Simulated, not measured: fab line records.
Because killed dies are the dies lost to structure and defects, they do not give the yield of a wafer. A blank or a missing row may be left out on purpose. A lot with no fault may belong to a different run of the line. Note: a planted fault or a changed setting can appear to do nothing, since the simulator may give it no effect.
Which tool is to blame? | flow gf180mcu | at 1 step of a route of 602, 14 lots with 42 wafers sampled

== WHAT THE GAUGES SHOWED, per wafer ==
Not one reading of a measure or inspect step in the record can be checked against a usual standard deviation.

== WHAT TOOL EACH LOT RAN ON (gives the tool, then ch and the chambers of the sampled wafers, and finally the start) ==
lot  | GF_TOP_METAL_EXPOSE_11
L870 | iline stepper-01 ch 0, day 28 09:21
L872 | iline stepper-02 ch 0, day 28 20:04
L875 | iline stepper-01 ch 0, day 29 17:20
L876 | iline stepper-02 ch 0, day 30 03:23
L877 | iline stepper-01 ch 0, day 30 10:44
L879 | iline stepper-02 ch 0, day 31 01:38
L880 | iline stepper-02 ch 0, day 31 07:38
L881 | iline stepper-01 ch 0, day 31 14:04
L882 | iline stepper-01 ch 0, day 31 23:21
L887 | iline stepper-02, day 33 05:59
L888 | iline stepper-02, day 33 09:46
L890 | iline stepper-01 ch 0, day 33 17:35
L891 | iline stepper-02 ch 0, day 34 02:39
L885 | iline stepper-01 ch 0, day 34 15:45
- GF_TOP_METAL_EXPOSE_11: exposes mask MetalTop, target cd 440 nm.

== WHAT THE TOOLS THEMSELVES READ (means of the sampled wafers that have a number; where no wafer has one, the mark that the record gives instead) ==
GF_TOP_METAL_EXPOSE_11. Usual: exposure dose mJ cm2 170.3, standard deviation 0.45; focus offset nm 0.0 nm, standard deviation 0.57; reticle temp C 23.00 C, standard deviation 0.12.
lot  | tool             | exposure dose mJ cm2 | focus offset nm (nm) | reticle temp C (C) | flag
L870 | iline stepper-01 | 170.8                | 0.4                  | 22.93              |
L872 | iline stepper-02 | 169.6                | 0.0                  | 22.99              |
L875 | iline stepper-01 | 170.3                | -0.1                 | 22.99              |
L876 | iline stepper-02 | 169.7                | 0.2                  | 23.01              |
L877 | iline stepper-01 | 170.7                | 0.1                  | 23.03              |
L879 | iline stepper-02 | 169.9                | 1.0                  | 22.96              |
L880 | iline stepper-02 | 169.7                | -0.8                 | 22.82              |
L881 | iline stepper-01 | 170.6                | 0.4                  | 23.00              |
L882 | iline stepper-01 | 170.9                | 0.2                  | 23.10              |
L887 | iline stepper-02 | -                    | -                    | -                  | OFF
L888 | iline stepper-02 | -                    | -                    | -                  | OFF
L890 | iline stepper-01 | 170.5                | 0.6                  | 22.98              |
L891 | iline stepper-02 | 169.7                | -0.1                 | 23.18              |
L885 | iline stepper-01 | 170.9                | 0.2                  | 22.86              |

== THE ANSWER, worked out from the rows above alone ==
Rule: take the mean of a lot's wafers that have a number; if it is more than 3 standard deviations from the usual mean, the lot is off. A lot without any number at a reading at which 4 lots or more have one is off too. Any other lot the step has rows for is counted as sound. First the gauges in route order, then the tools' own readings, where a lot's mean is used as printed above. At the first step where some lot is off, the reading lying furthest off is the one used; lots without a number count as furthest.
Off: L887, L888, at GF_TOP_METAL_EXPOSE_11 (exposure dose mJ cm2). Without a number there: L887, L888.
A tool fits if, at that step or a process step before it, it ran every lot that is off, and no sound lot after the first of them. No candidate that was tried fits.

== WHAT THE SIMULATOR HAD PUT IN ==
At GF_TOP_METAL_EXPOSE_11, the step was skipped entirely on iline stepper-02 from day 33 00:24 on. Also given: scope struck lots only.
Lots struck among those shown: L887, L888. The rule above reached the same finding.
